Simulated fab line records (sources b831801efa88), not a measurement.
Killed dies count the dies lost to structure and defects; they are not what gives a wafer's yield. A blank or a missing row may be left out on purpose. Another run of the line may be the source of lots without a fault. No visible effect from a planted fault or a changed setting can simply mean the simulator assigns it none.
The tool behind it: which one? ; flow sky130 ; Sampling: 14 lots, 42 wafers, 5 of 708 route steps

== WHAT THE GAUGES READ, wafer by wafer ==
SKY_VT_ADJUST_HVTP_CD_MEAS_07 targets a cd of 380 nm.
lot;measured;on;cd nm (nm)
L926;day 5 18:11;cd sem-01;380.3 376.9 381.9
L927;day 6 01:35;cd sem-01;381.1 381.6 382.2
L929;day 6 17:41;cd sem-01;377.1 377.6 377.2
L930;day 7 01:11;cd sem-01;379.7 379.5 381.9
L931;day 7 06:33;cd sem-01;380.8 376.5 380.9
L932;day 7 16:28;cd sem-01;377.2 378.6 378.2
L934;day 8 01:17;cd sem-01;379.8 378.5 378.0
L935;day 8 20:46;cd sem-01;378.1 378.6 383.7
L936;day 9 02:20;cd sem-01;378.0 379.6 379.4
L937;day 9 02:40;cd sem-02;383.0 384.0 384.5
L939;day 9 14:35;cd sem-02;378.5 379.4 380.9
L941;day 9 23:02;cd sem-02;376.9 377.2 377.1
L942;day 10 03:43;cd sem-02;382.7 380.8 382.7
L949;day 12 07:04;cd sem-01;384.1 382.5 379.8

SKY_VT_ADJUST_HVTP_TW_MEAS_11.
lot;measured;on;VT_ADJUST_HVTP_TW
L926;day 5 18:35;film metro-01;1329 1327 1329
L927;day 6 01:59;film metro-04;1339 1332 1338
L929;day 6 18:04;film metro-04;1332 1337 1338
L930;day 7 01:34;film metro-01;1334 1329 1334
L931;day 7 06:57;film metro-01;1336 1333 1324
L932;day 7 16:51;film metro-03;1353 1344 1347
L934;day 8 01:42;film metro-04;1338 1336 1333
L935;day 8 21:11;film metro-04;1335 1328 1337
L936;day 9 02:44;film metro-03;1347 1342 1345
L937;day 9 03:05;film metro-04;1325 1335 1333
L939;day 9 14:58;film metro-04;1338 1338 1338
L941;day 9 23:26;film metro-04;1334 1331 1334
L942;day 10 04:08;film metro-01;1328 1330 1327
L949;day 12 07:29;film metro-03;1346 1350 1347

SKY_VT_ADJUST_NCORE_CD_MEAS_07 targets a cd of 380 nm.
lot;measured;on;cd nm (nm)
L926;day 8 06:14;cd sem-01;379.0 381.2 378.5
L927;day 8 14:47;cd sem-01;379.9 379.5 381.6
L929;day 9 07:47;cd sem-01;376.5 375.8 376.0
L930;day 9 15:45;cd sem-01;380.3 380.0 379.4
L931;day 10 00:32;cd sem-02;373.3 371.9 374.9
L932;day 10 13:14;cd sem-02;375.9 374.4 374.9
L934;day 10 20:08;cd sem-01;378.2 379.3 377.4
L935;day 11 19:19;cd sem-02;378.7 377.1 376.3
L936;day 12 00:17;cd sem-02;375.0 376.9 378.1
L937;day 12 00:53;cd sem-01;377.5 378.5 377.5
L939;day 12 13:26;cd sem-01;380.7 381.3 379.6
L941;day 12 22:35;cd sem-01;373.6 373.7 374.7
L942;day 13 03:41;cd sem-02;382.6 382.7 382.7
L949;day 15 15:17;cd sem-01;376.2 378.5 378.2

SKY_VT_ADJUST_HVTR_CD_MEAS_07 targets a cd of 380 nm.
lot;measured;on;cd nm (nm)
L926;day 9 03:35;cd sem-02;381.2 379.6 378.3
L927;day 9 13:34;cd sem-01;384.9 383.4 383.8
L929;day 10 07:27;cd sem-01;378.7 379.9 376.1
L930;day 10 14:38;cd sem-01;379.8 377.4 378.3
L931;day 11 00:01;cd sem-01;379.9 378.6 382.2
L932;day 11 12:38;cd sem-02;380.6 383.6 380.1
L934;day 11 19:53;cd sem-02;381.3 380.8 381.8
L935;day 12 20:07;cd sem-01;383.4 385.5 383.2
L936;day 13 00:58;cd sem-01;381.8 381.7 381.1
L937;day 13 02:08;cd sem-02;383.4 382.2 385.2
L939;day 13 15:23;cd sem-02;380.1 377.5 378.7
L941;day 14 00:50;cd sem-01;413.8 417.5 416.2 414.0 417.5 416.9
L942;day 14 06:35;cd sem-01;417.9 419.2 416.9 418.1 419.1 416.9
L949;day 16 20:17;cd sem-02;378.9 377.7 375.6

== WHAT TOOL EACH LOT RAN ON (gives the tool, then ch and the chambers of the sampled wafers, and finally the start) ==
lot;SKY_VT_ADJUST_HVTR_DEVELOP_06
L926;litho track-02 ch 0, day 9 03:26
L927;litho track-03 ch 0, day 9 13:25
L929;litho track-04 ch 0, day 10 07:19
L930;litho track-02 ch 0, day 10 14:31
L931;litho track-03 ch 0, day 10 23:52
L932;litho track-04 ch 0, day 11 12:29
L934;litho track-04 ch 0, day 11 19:44
L935;litho track-03 ch 0, day 12 19:58
L936;litho track-03 ch 0, day 13 00:49
L937;litho track-04 ch 0, day 13 01:59
L939;litho track-03 ch 0, day 13 15:15
L941;litho track-04 ch 0, day 14 00:41
L942;litho track-04 ch 0, day 14 06:26
L949;litho track-02 ch 0, day 16 20:08
- SKY_VT_ADJUST_HVTR_DEVELOP_06: develop time 60 s.

== WHAT THE TOOLS THEMSELVES READ (means of the sampled wafers that have a number; where no wafer has one, the mark that the record gives instead) ==
The record holds no such reading with a usual standard deviation.

== THE ANSWER, worked out from the rows above alone ==
Rule: the usual values come from the lots themselves. The widest of any qualifying gaps counts: lots, ordered by their means at a reading, are off when they make up no more than a third of the lots, leave a main group of 4 or more, and stand apart from it by 3 or more times the standard deviation of that group's means. A main group whose means are all the same, to the digits that the tables above print for the reading, isn't used. Also off: a lot with no number at a reading for which 4 or more lots have one. All remaining lots with rows at the step are treated as sound. The gauges are gone through in route order, then the tools' own readings, and for those a lot's mean is taken as printed above. At the first step where some lot is off, the reading lying furthest off is the one used; lots without a number count as furthest.
Off: L941, L942 (SKY_VT_ADJUST_HVTR_CD_MEAS_07, cd nm). The main group: mean 380.7 nm, standard deviation 2.2.
If a tool, at a process step before that reading, ran all the lots that are off and no sound lot after the first of them, it fits. Those tools and the gauges at SKY_VT_ADJUST_HVTR_CD_MEAS_07 are tried in the same way. This does not decide it: 2 tools fit, namely litho track-04 at SKY_VT_ADJUST_HVTR_DEVELOP_06 and cd sem-01 at SKY_VT_ADJUST_HVTR_CD_MEAS_07.

== WHAT THE SIMULATOR HAD PUT IN ==
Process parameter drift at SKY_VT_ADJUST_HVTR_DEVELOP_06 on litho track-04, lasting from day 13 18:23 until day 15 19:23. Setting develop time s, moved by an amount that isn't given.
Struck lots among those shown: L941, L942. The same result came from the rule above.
